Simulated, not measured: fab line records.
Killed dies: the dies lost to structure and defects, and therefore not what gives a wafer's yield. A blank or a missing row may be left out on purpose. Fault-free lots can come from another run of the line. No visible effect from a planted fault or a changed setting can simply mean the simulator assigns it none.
Check for tools in common :: flow sky130 :: Sample size 13 lots and 39 wafers

WHY THIS WAS OPENED
SKY_LDD_LDN_OVL_MEAS_07, reading LDD_LDN_OVL: flagged on 4 of 13 lots. Wafers without a fault read 1.5 nm, standard deviation 1.1.
Rule: a lot is flagged in two cases, either no wafer of it has a number, or all its wafers with numbers fall more than 4 standard deviations from that mean. The rest of the lots are taken to be sound.

lot: L143
measured: day 23 05:10
on: overlay-01
LDD_LDN_OVL (nm), wafer by wafer: 1.3 2.0 2.9
flag: 

lot: L144
measured: day 23 06:13
on: overlay-01
LDD_LDN_OVL (nm), wafer by wafer: 2.3 -0.5 -0.1
flag: 

lot: L145
measured: day 23 21:16
on: overlay-02
LDD_LDN_OVL (nm), wafer by wafer: 0.0 1.4 0.3
flag: 

lot: L147
measured: day 24 08:19
on: overlay-01
LDD_LDN_OVL (nm), wafer by wafer: -52.9 -52.2 -52.8
flag: FLAGGED

lot: L148
measured: day 24 23:49
on: overlay-01
LDD_LDN_OVL (nm), wafer by wafer: -54.6 -53.7 -53.3
flag: FLAGGED

lot: L149
measured: day 25 11:37
on: overlay-02
LDD_LDN_OVL (nm), wafer by wafer: 3.3 2.9 2.1
flag: 

lot: L151
measured: day 25 23:34
on: overlay-02
LDD_LDN_OVL (nm), wafer by wafer: -52.3 -53.1 -52.8
flag: FLAGGED

lot: L154
measured: day 27 02:55
on: overlay-01
LDD_LDN_OVL (nm), wafer by wafer: -51.4 -52.0 -50.0
flag: FLAGGED

lot: L155
measured: day 27 10:30
on: overlay-01
LDD_LDN_OVL (nm), wafer by wafer: 2.2 1.0 0.2
flag: 

lot: L157
measured: day 27 23:51
on: overlay-01
LDD_LDN_OVL (nm), wafer by wafer: 0.3 1.9 -0.5
flag: 

lot: L160
measured: day 29 04:58
on: overlay-02
LDD_LDN_OVL (nm), wafer by wafer: 3.6 1.6 2.5
flag: 

lot: L161
measured: day 29 13:54
on: overlay-01
LDD_LDN_OVL (nm), wafer by wafer: 1.9 1.3 2.6
flag: 

lot: L166
measured: day 31 02:24
on: overlay-01
LDD_LDN_OVL (nm), wafer by wafer: 2.2 1.2 2.1
flag: 
On average the flagged lots' numbers are -52.6 nm, which is -54.1 nm against the usual, or -49 standard deviations.

WHICH TOOL RAN EACH LOT
The record holds 1 process step before the reading, out of a route of 708 steps. Read each cell as the tool, then ch plus the chambers that the sampled wafers visited, then the start.
lot: L143
flag: 
SKY_LDD_LDN_EXPOSE_04: iline_stepper-01 ch 0, day 22 14:19

lot: L144
flag: 
SKY_LDD_LDN_EXPOSE_04: iline_stepper-02 ch 0, day 22 15:04

lot: L145
flag: 
SKY_LDD_LDN_EXPOSE_04: iline_stepper-02 ch 0, day 23 06:47

lot: L147
flag: FLAGGED
SKY_LDD_LDN_EXPOSE_04: iline_stepper-02 ch 0, day 23 16:59

lot: L148
flag: FLAGGED
SKY_LDD_LDN_EXPOSE_04: iline_stepper-02 ch 0, day 24 09:30

lot: L149
flag: 
SKY_LDD_LDN_EXPOSE_04: iline_stepper-01 ch 0, day 24 20:43

lot: L151
flag: FLAGGED
SKY_LDD_LDN_EXPOSE_04: iline_stepper-02 ch 0, day 25 09:34

lot: L154
flag: FLAGGED
SKY_LDD_LDN_EXPOSE_04: iline_stepper-02 ch 0, day 26 12:20

lot: L155
flag: 
SKY_LDD_LDN_EXPOSE_04: iline_stepper-01 ch 0, day 26 20:19

lot: L157
flag: 
SKY_LDD_LDN_EXPOSE_04: iline_stepper-01 ch 0, day 27 09:32

lot: L160
flag: 
SKY_LDD_LDN_EXPOSE_04: iline_stepper-01 ch 0, day 28 14:28

lot: L161
flag: 
SKY_LDD_LDN_EXPOSE_04: iline_stepper-01 ch 0, day 28 23:16

lot: L166
flag: 
SKY_LDD_LDN_EXPOSE_04: iline_stepper-01 ch 0, day 30 12:55
What these steps do:
- SKY_LDD_LDN_EXPOSE_04: exposes mask LDNTM, target cd 700 nm.
- SKY_LDD_LDN_OVL_MEAS_07

FLAGGED OVER TOTAL, TOOL BY TOOL (the gauges that took the reading come last)
step: SKY_LDD_LDN_EXPOSE_04
tool: iline_stepper-01
lots run: 7
flagged: 0
share of the flagged lots: none
sound lots run after its first flagged lot: -

step: SKY_LDD_LDN_EXPOSE_04
tool: iline_stepper-02
lots run: 6
flagged: 4
share of the flagged lots: all
sound lots run after its first flagged lot: 0

step: SKY_LDD_LDN_OVL_MEAS_07
tool: overlay-01
lots run: 9
flagged: 3
share of the flagged lots: some
sound lots run after its first flagged lot: 4 (L155,L157,L161,L166)

step: SKY_LDD_LDN_OVL_MEAS_07
tool: overlay-02
lots run: 4
flagged: 1
share of the flagged lots: some
sound lots run after its first flagged lot: 1 (L160)

WHAT THE TABLE ALLOWS
In the table, 1 row covers all flagged lots: iline_stepper-02 at SKY_LDD_LDN_EXPOSE_04.
- iline_stepper-02 at SKY_LDD_LDN_EXPOSE_04: 4 of its 6 lots flagged. A fault beginning between L145 (day 23 06:47), its last sound lot, and L147 (day 23 16:59), its first flagged one, fits the data.
iline_stepper-02 at SKY_LDD_LDN_EXPOSE_04 is the single tool remaining.

WHAT THE SIMULATOR HAD PUT IN
Scanner matching overlay: iline_stepper-02, from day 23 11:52 on, at SKY_LDD_LDN_EXPOSE_04. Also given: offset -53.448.
Struck lots among those shown: L147, L148, L151, L154. This agrees with what the rule above found.
